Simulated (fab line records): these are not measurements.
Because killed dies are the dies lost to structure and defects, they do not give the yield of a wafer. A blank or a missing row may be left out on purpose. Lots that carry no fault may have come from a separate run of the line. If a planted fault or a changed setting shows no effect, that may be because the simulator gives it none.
fab line records :: flow sfqLine
record
  lots=7
  wafers=19
  lastDay=83
route steps=325 shown I7@308 M8@311
lots that met no fault: from a run of the same line without faults
startH: hours from the record's opening day to when the first of the lot's shown wafers began :: waitH: how many hours have passed since the lot's step before this one :: " the same as in the row above :: L1.1+2: one row covering several wafers at once :: - no value present, or no start provided :: * or withheld: withheld :: < > ~ a bound
route shown NAME@n: names a module that has steps shown in the file, with the first one's number in the route :: usual: mean and standard deviation over wafers with no fault :: same: alike in all rows :: chamber/n: place in a boat :: sites: per-site readings :: _std_site: the standard deviation of these :: _edge_site: the outer-site mean with the inner-site mean subtracted :: radiusMm: how far each site lies from the wafer's centre :: mask NAME#n: copy n :: behind: the last tool/chamber to shape the wafer :: hold: cause of the lot's hold/its duration in hours/its outcome :: device: names the non-switching transistor (n, p or np) :: end of line: the same wafers' tests at the end of the route :: step lacking rows: just its recipe :: killed: the dies lost at the first sort to structure and to defects; this is not the yield of the wafer :: map: a wafer's dies, marking killed ones x, the rest . and places with no die _
set.NAME: the run value of the setting; set.NAME@STEP: its run value at that earlier step :: model.NAME: the simulator's own value behind a step, which no gauge read
a table for each step, a row for each wafer; lots at some steps of the route
services: from which hour (startH, from the record's first day; less than 0 if before it) a tool's chamber was out of use, for how many hours, and why
## steps
# step SFQ_TRILAYER_I7_VIA_ETCH_VIA_ETCH_190
# recipe
  target=SiO2
  stopOn=Nb
  maskMaterial=PR
  taperDeg=20
  chemistry=CHF3
  targetDepthNm=260
  sourceW=500
  biasW=80
  pressureMtorr=30
  timeS=withheld
# usual
  biasW=79.97/0.24
  drypumpMotorCurrentA=5.6/0.49
  oesProductAu=0.854/0.0051
lot.wafer: L369.3
tool: rieDiel-02
chamber: 3
startH: 1752.20
waitH: 0.0
biasW: 80.07
drypumpMotorCurrentA: 6.0
oesProductAu: 0.859

lot.wafer: L369.4
tool: rieDiel-02
chamber: 1
startH: 1752.20
waitH: 0.0
biasW: 80.37
drypumpMotorCurrentA: 5.1
oesProductAu: 0.851

lot.wafer: L369.5
tool: rieDiel-02
chamber: 1
startH: 1752.20
waitH: 0.0
biasW: 80.01
drypumpMotorCurrentA: 5.1
oesProductAu: 0.852

lot.wafer: L370.2
tool: rieDiel-04
chamber: 3
startH: 1753.23
waitH: 0.0
biasW: 79.76
drypumpMotorCurrentA: 5.6
oesProductAu: 0.857

lot.wafer: L370.3
tool: rieDiel-04
chamber: 0
startH: 1753.23
waitH: 0.0
biasW: 80.06
drypumpMotorCurrentA: 5.1
oesProductAu: 0.840

lot.wafer: L370.4
tool: rieDiel-04
chamber: 2
startH: 1753.23
waitH: 0.0
biasW: 80.07
drypumpMotorCurrentA: 6.1
oesProductAu: 0.850

lot.wafer: L380.3
tool: rieDiel-02
chamber: 3
startH: 1913.98
waitH: 0.0
biasW: 80.37
drypumpMotorCurrentA: 6.0
oesProductAu: 0.858

lot.wafer: L380.4
tool: rieDiel-02
chamber: 2
startH: 1913.98
waitH: 0.0
biasW: 79.82
drypumpMotorCurrentA: 5.1
oesProductAu: 0.858

lot.wafer: L380.6
tool: rieDiel-02
chamber: 0
startH: 1913.98
waitH: 0.0
biasW: 79.86
drypumpMotorCurrentA: 5.7
oesProductAu: 0.860

lot.wafer: L382.2
tool: rieDiel-03
chamber: 3
startH: 1921.18
waitH: 0.0
biasW: 80.33
drypumpMotorCurrentA: 5.2
oesProductAu: 0.859

lot.wafer: L382.3
tool: rieDiel-03
chamber: 1
startH: 1921.18
waitH: 0.0
biasW: 80.08
drypumpMotorCurrentA: 6.7
oesProductAu: 0.847

lot.wafer: L382.4
tool: rieDiel-03
chamber: 2
startH: 1921.18
waitH: 0.0
biasW: 80.05
drypumpMotorCurrentA: 5.7
oesProductAu: 0.858

lot.wafer: L384.2
tool: rieDiel-03
chamber: 0
startH: 1959.75
waitH: 0.0
biasW: 79.78
drypumpMotorCurrentA: 5.3
oesProductAu: 0.846

lot.wafer: L384.6
tool: rieDiel-03
chamber: 1
startH: 1959.75
waitH: 0.0
biasW: 79.88
drypumpMotorCurrentA: 6.7
oesProductAu: 0.849

lot.wafer: L386.1
tool: rieDiel-02
chamber: 2
startH: 1972.95
waitH: 0.0
biasW: 79.60
drypumpMotorCurrentA: 5.1
oesProductAu: 0.848

lot.wafer: L386.5
tool: rieDiel-02
chamber: 2
startH: 1972.95
waitH: 0.0
biasW: 79.66
drypumpMotorCurrentA: 5.0
oesProductAu: 0.853

lot.wafer: L387.2
tool: rieDiel-03
chamber: 1
startH: 1974.80
waitH: 0.0
biasW: 79.79
drypumpMotorCurrentA: 6.8
oesProductAu: 0.854

lot.wafer: L387.4
tool: rieDiel-03
chamber: 2
startH: 1974.80
waitH: 0.0
biasW: 80.35
drypumpMotorCurrentA: 5.7
oesProductAu: 0.860

lot.wafer: L387.6
tool: rieDiel-03
chamber: 0
startH: 1974.80
waitH: 0.0
biasW: 80.09
drypumpMotorCurrentA: 5.3
oesProductAu: 0.848
# step SFQ_TRILAYER_I7_VIA_STRIP_STRIP_191
# recipe
  gas=O2
  powerW=200
  platenTempC=40
  overashFraction=0.65
  chemistry=O2
  pressureMtorr=50
# usual
  drypumpMotorCurrentA=5.47/0.3
  oesProductAu=0.999/0.015
lot.wafer: L369.3
tool: rieMetal-04
chamber: 1
startH: 1752.51
waitH: -
drypumpMotorCurrentA: 5.20
oesProductAu: 1.014
rfHoursCounterH: -

lot.wafer: L369.4
tool: rieMetal-04
chamber: 0
startH: 1752.51
waitH: -
drypumpMotorCurrentA: 5.52
oesProductAu: 1.000
rfHoursCounterH: -

lot.wafer: L369.5
tool: rieMetal-04
chamber: 1
startH: 1752.51
waitH: -
drypumpMotorCurrentA: 5.18
oesProductAu: 1.008
rfHoursCounterH: -

lot.wafer: L370.2
tool: rieMetal-02
chamber: 0
startH: 1753.35
waitH: -
drypumpMotorCurrentA: 5.64
oesProductAu: 0.997
rfHoursCounterH: 97

lot.wafer: L370.3
tool: rieMetal-02
chamber: 1
startH: 1753.35
waitH: -
drypumpMotorCurrentA: 5.86
oesProductAu: 0.984
rfHoursCounterH: -

lot.wafer: L370.4
tool: rieMetal-02
chamber: 0
startH: 1753.35
waitH: -
drypumpMotorCurrentA: 5.66
oesProductAu: 1.005
rfHoursCounterH: -

lot.wafer: L380.3
tool: rieMetal-04
chamber: 1
startH: 1914.30
waitH: -
drypumpMotorCurrentA: 5.19
oesProductAu: 1.002
rfHoursCounterH: -

lot.wafer: L380.4
tool: rieMetal-04
chamber: 0
startH: 1914.30
waitH: -
drypumpMotorCurrentA: 5.50
oesProductAu: 0.994
rfHoursCounterH: -

lot.wafer: L380.6
tool: rieMetal-04
chamber: 1
startH: 1914.30
waitH: -
drypumpMotorCurrentA: 5.19
oesProductAu: 1.005
rfHoursCounterH: -

lot.wafer: L382.2
tool: rieMetal-03
chamber: 0
startH: 1921.30
waitH: -
drypumpMotorCurrentA: 5.01
oesProductAu: 1.019
rfHoursCounterH: 116

lot.wafer: L382.3
tool: rieMetal-03
chamber: 0
startH: 1921.30
waitH: -
drypumpMotorCurrentA: 5.01
oesProductAu: 1.014
rfHoursCounterH: -

lot.wafer: L382.4
tool: rieMetal-03
chamber: 1
startH: 1921.30
waitH: -
drypumpMotorCurrentA: 5.66
oesProductAu: 0.981
rfHoursCounterH: -

lot.wafer: L384.2
tool: rieMetal-03
chamber: 0
startH: 1959.86
waitH: -
drypumpMotorCurrentA: 5.00
oesProductAu: 1.008
rfHoursCounterH: 122

lot.wafer: L384.6
tool: rieMetal-03
chamber: 0
startH: 1959.86
waitH: -
drypumpMotorCurrentA: 5.01
oesProductAu: 1.008
rfHoursCounterH: -

lot.wafer: L386.1
tool: rieMetal-03
chamber: 0
startH: 1973.06
waitH: -
drypumpMotorCurrentA: 5.00
oesProductAu: 1.018
rfHoursCounterH: 124

lot.wafer: L386.5
tool: rieMetal-03
chamber: 0
startH: 1973.06
waitH: -
drypumpMotorCurrentA: 5.01
oesProductAu: 1.016
rfHoursCounterH: -

lot.wafer: L387.2
tool: rieMetal-02
chamber: 0
startH: 1974.91
waitH: -
drypumpMotorCurrentA: 5.63
oesProductAu: 0.992
rfHoursCounterH: 134

lot.wafer: L387.4
tool: rieMetal-02
chamber: 0
startH: 1974.91
waitH: -
drypumpMotorCurrentA: 5.64
oesProductAu: 1.001
rfHoursCounterH: -

lot.wafer: L387.6
tool: rieMetal-02
chamber: 1
startH: 1974.91
waitH: -
drypumpMotorCurrentA: 5.87
oesProductAu: 1.000
rfHoursCounterH: -
# step SFQ_TRILAYER_I7_VIA_STRIP_SOLV_CLEAN_192
# recipe
  chemistry=NMP
  tempC=70
  timeS=600
# step SFQ_TRILAYER_M8_LITHO_LOR_COAT_197
# recipe
  resist=lift-off
  spinRpm=3000
# step SFQ_TRILAYER_M8_LITHO_LOR_BAKE_198
# recipe
  resist=lift-off
  tempC=withheld
  timeS=withheld
# step SFQ_TRILAYER_M8_LITHO_COAT_193
# recipe
  resist=KrF
  spinRpm=3000
  resistThkNm=600
# step SFQ_TRILAYER_M8_LITHO_SOFTBAKE_199
# recipe
  tempC=withheld
  timeS=withheld
  resist=KrF
# step SFQ_TRILAYER_M8_LITHO_EXPOSE_194
# recipe
  maskId=M8
  na=0.6
  sourceShape=conventional
  sigmaOuter=0.65
  targetCdNm=2000
  doseMj=14.4
# step SFQ_TRILAYER_M8_LITHO_PEB_196
# recipe
  pebTempC=115
  pebTimeS=60
  resist=KrF
# step SFQ_TRILAYER_M8_LITHO_DEVELOP_195
# recipe
  imgClearS=15
  timeS=55
  resist=KrF
# step SFQ_M8_OVL_MEAS_948
# usual
  M8_OVL=-1/5.1
lot.wafer: L369.3
tool: overlay-01
chamber: -
startH: 1844.19
waitH: 0.1
M8_OVL[nm]: -2

lot.wafer: L369.4
tool: overlay-01
chamber: -
startH: 1844.19
waitH: 0.1
M8_OVL[nm]: 2

lot.wafer: L369.5
tool: overlay-01
chamber: -
startH: 1844.19
waitH: 0.1
M8_OVL[nm]: 3

lot.wafer: L370.2
tool: overlay-02
chamber: -
startH: 1845.38
waitH: 0.1
M8_OVL[nm]: 1

lot.wafer: L370.3
tool: overlay-02
chamber: -
startH: 1845.38
waitH: 0.1
M8_OVL[nm]: 2

lot.wafer: L370.4
tool: overlay-02
chamber: -
startH: 1845.38
waitH: 0.1
M8_OVL[nm]: 2

lot.wafer: L380.3
tool: overlay-02
chamber: -
startH: 1929.45
waitH: 0.1
M8_OVL[nm]: -5

lot.wafer: L380.4
tool: overlay-02
chamber: -
startH: 1929.45
waitH: 0.1
M8_OVL[nm]: -2

lot.wafer: L380.6
tool: overlay-02
chamber: -
startH: 1929.45
waitH: 0.1
M8_OVL[nm]: -7

lot.wafer: L382.2
tool: overlay-01
chamber: -
startH: 1933.03
waitH: 0.1
M8_OVL[nm]: -2

lot.wafer: L382.3
tool: overlay-01
chamber: -
startH: 1933.03
waitH: 0.1
M8_OVL[nm]: -1

lot.wafer: L382.4
tool: overlay-01
chamber: -
startH: 1933.03
waitH: 0.1
M8_OVL[nm]: 4

lot.wafer: L384.2
tool: overlay-01
chamber: -
startH: 1976.02
waitH: 0.1
M8_OVL[nm]: -5

lot.wafer: L384.6
tool: overlay-01
chamber: -
startH: 1976.02
waitH: 0.1
M8_OVL[nm]: -9

lot.wafer: L386.1
tool: overlay-01
chamber: -
startH: 1978.41
waitH: 0.1
M8_OVL[nm]: 6

lot.wafer: L386.5
tool: overlay-01
chamber: -
startH: 1978.41
waitH: 0.1
M8_OVL[nm]: 1

lot.wafer: L387.2
tool: overlay-01
chamber: -
startH: 1979.62
waitH: 0.1
M8_OVL[nm]: -3

lot.wafer: L387.4
tool: overlay-01
chamber: -
startH: 1979.62
waitH: 0.1
M8_OVL[nm]: 1

lot.wafer: L387.6
tool: overlay-01
chamber: -
startH: 1979.62
waitH: 0.1
M8_OVL[nm]: 6
# step SFQ_TRILAYER_M8_DEP_EVAP_197
# recipe
  material=Ti
  angularSpreadDeg=1
  targetThkNm=20
  timeS=100
  powerW=2000
# step SFQ_TRILAYER_M8_DEP_EVAP_198
# recipe
  material=Pt
  angularSpreadDeg=1
  targetThkNm=50
  timeS=250
  powerW=2000
lot.wafer: L369.3
tool: pvdSputter-01
chamber: -
startH: 1844.28
waitH: 0.0
model.Pt_of_TRILAYER_M8_DEP_EVAP_198.thkNm: 50.07

lot.wafer: L369.4
tool: pvdSputter-01
chamber: -
startH: 1844.28
waitH: 0.0
model.Pt_of_TRILAYER_M8_DEP_EVAP_198.thkNm: 49.87

lot.wafer: L369.5
tool: pvdSputter-01
chamber: -
startH: 1844.28
waitH: 0.0
model.Pt_of_TRILAYER_M8_DEP_EVAP_198.thkNm: 49.85

lot.wafer: L370.2
tool: pvdSputter-02
chamber: -
startH: 1845.48
waitH: 0.0
model.Pt_of_TRILAYER_M8_DEP_EVAP_198.thkNm: 49.39

lot.wafer: L370.3
tool: pvdSputter-02
chamber: -
startH: 1845.48
waitH: 0.0
model.Pt_of_TRILAYER_M8_DEP_EVAP_198.thkNm: 49.44

lot.wafer: L370.4
tool: pvdSputter-02
chamber: -
startH: 1845.48
waitH: 0.0
model.Pt_of_TRILAYER_M8_DEP_EVAP_198.thkNm: 49.81

lot.wafer: L380.3
tool: pvdSputter-02
chamber: -
startH: 1929.55
waitH: 0.0
model.Pt_of_TRILAYER_M8_DEP_EVAP_198.thkNm: 50.13

lot.wafer: L380.4+6
tool: pvdSputter-02
chamber: -
startH: 1929.55
waitH: 0.0
model.Pt_of_TRILAYER_M8_DEP_EVAP_198.thkNm: 50.02

lot.wafer: L382.2
tool: pvdSputter-02
chamber: -
startH: 1933.13
waitH: 0.0
model.Pt_of_TRILAYER_M8_DEP_EVAP_198.thkNm: 44.71

lot.wafer: L382.3
tool: pvdSputter-02
chamber: -
startH: 1933.13
waitH: 0.0
model.Pt_of_TRILAYER_M8_DEP_EVAP_198.thkNm: 50.44

lot.wafer: L382.4
tool: pvdSputter-02
chamber: -
startH: 1933.13
waitH: 0.0
model.Pt_of_TRILAYER_M8_DEP_EVAP_198.thkNm: 50.32

lot.wafer: L384.2
tool: pvdSputter-02
chamber: -
startH: 1976.12
waitH: 0.0
model.Pt_of_TRILAYER_M8_DEP_EVAP_198.thkNm: 44

lot.wafer: L384.6
tool: pvdSputter-02
chamber: -
startH: 1976.12
waitH: 0.0
model.Pt_of_TRILAYER_M8_DEP_EVAP_198.thkNm: 49.7

lot.wafer: L386.1
tool: pvdSputter-02
chamber: -
startH: 1978.52
waitH: 0.0
model.Pt_of_TRILAYER_M8_DEP_EVAP_198.thkNm: 49.51

lot.wafer: L386.5
tool: pvdSputter-02
chamber: -
startH: 1978.52
waitH: 0.0
model.Pt_of_TRILAYER_M8_DEP_EVAP_198.thkNm: 43.29

lot.wafer: L387.2
tool: pvdSputter-01
chamber: -
startH: 1979.72
waitH: 0.0
model.Pt_of_TRILAYER_M8_DEP_EVAP_198.thkNm: 50.1

lot.wafer: L387.4
tool: pvdSputter-01
chamber: -
startH: 1979.72
waitH: 0.0
model.Pt_of_TRILAYER_M8_DEP_EVAP_198.thkNm: 49.99

lot.wafer: L387.6
tool: pvdSputter-01
chamber: -
startH: 1979.72
waitH: 0.0
model.Pt_of_TRILAYER_M8_DEP_EVAP_198.thkNm: 49.75
# step SFQ_TRILAYER_M8_DEP_EVAP_196
# recipe
  material=Au
  angularSpreadDeg=1
  targetThkNm=180
  timeS=900
  powerW=2000
## services
tool: rieDiel-04
chamber: 2
startH: 1738.62
hours: 1.8
kind: repair

tool: rieDiel-02
chamber: 3
startH: 1750.57
hours: 1.3
kind: repair

tool: rieMetal-04
chamber: 1
startH: 1760.67
hours: 2.3
kind: repair

tool: rieDiel-03
chamber: -
startH: 1764.99
hours: 15.6
kind: pm

tool: pvdSputter-02
chamber: -
startH: 1773.23
hours: 2.1
kind: repair

tool: rieDiel-02
chamber: 0
startH: 1773.75
hours: 3.8
kind: repair

tool: pvdSputter-02
chamber: -
startH: 1774.48
hours: 1.6
kind: repair

tool: rieMetal-04
chamber: 1
startH: 1789.57
hours: 9.1
kind: repair

tool: pvdSputter-01
chamber: -
startH: 1795.29
hours: 1.3
kind: repair

tool: rieDiel-02
chamber: 1
startH: 1795.34
hours: 3.3
kind: repair

tool: pvdSputter-02
chamber: -
startH: 1835.80
hours: 3.2
kind: repair

tool: rieMetal-02
chamber: -
startH: 1851.74
hours: 2.5
kind: repair

tool: rieDiel-03
chamber: 0
startH: 1854.11
hours: 6.6
kind: repair

tool: rieDiel-02
chamber: 1
startH: 1892.27
hours: 9.6
kind: repair

tool: rieDiel-03
chamber: 1
startH: 1904.40
hours: 6.0
kind: repair

tool: rieDiel-03
chamber: 2
startH: 1904.93
hours: 4.4
kind: repair

tool: rieDiel-02
chamber: 2
startH: 1917.91
hours: 9.2
kind: repair

tool: rieDiel-02
chamber: 0
startH: 1920.93
hours: 4.0
kind: repair

tool: rieMetal-02
chamber: -
startH: 1937.49
hours: 1.6
kind: repair

tool: rieMetal-03
chamber: -
startH: 1937.71
hours: 2.8
kind: pm

tool: rieDiel-03
chamber: 1
startH: 1940.76
hours: 10.4
kind: repair

tool: rieDiel-03
chamber: 0
startH: 1953.46
hours: 4.6
kind: repair

tool: pvdSputter-02
chamber: -
startH: 1955.54
hours: 1.2
kind: repair

tool: rieDiel-02
chamber: -
startH: 1964.42
hours: 0.7
kind: repair
## key
firstSign none at tools or gauges
modelEffect
  step=SFQ_TRILAYER_M8_DEP_EVAP_198
  value=Pt_of_TRILAYER_M8_DEP_EVAP_198.thkNm
  without=49.94
  struck=44
metAt SFQ_TRILAYER_M8_DEP_EVAP_198
struckWafers L382.2,L384.2,L386.5
onsetBetween 1929.55 1933.13
fault
  kind=processParameterDrift
  tool=pvdSputter-02
  chamber=-
  onsetH=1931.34
  steps=SFQ_TRILAYER_M8_DEP_EVAP_198
  channel=timeS
  offset=*
  shape=step
  endH=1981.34
  scope=struckWafersOnly
  actsIn=*
  stated=*
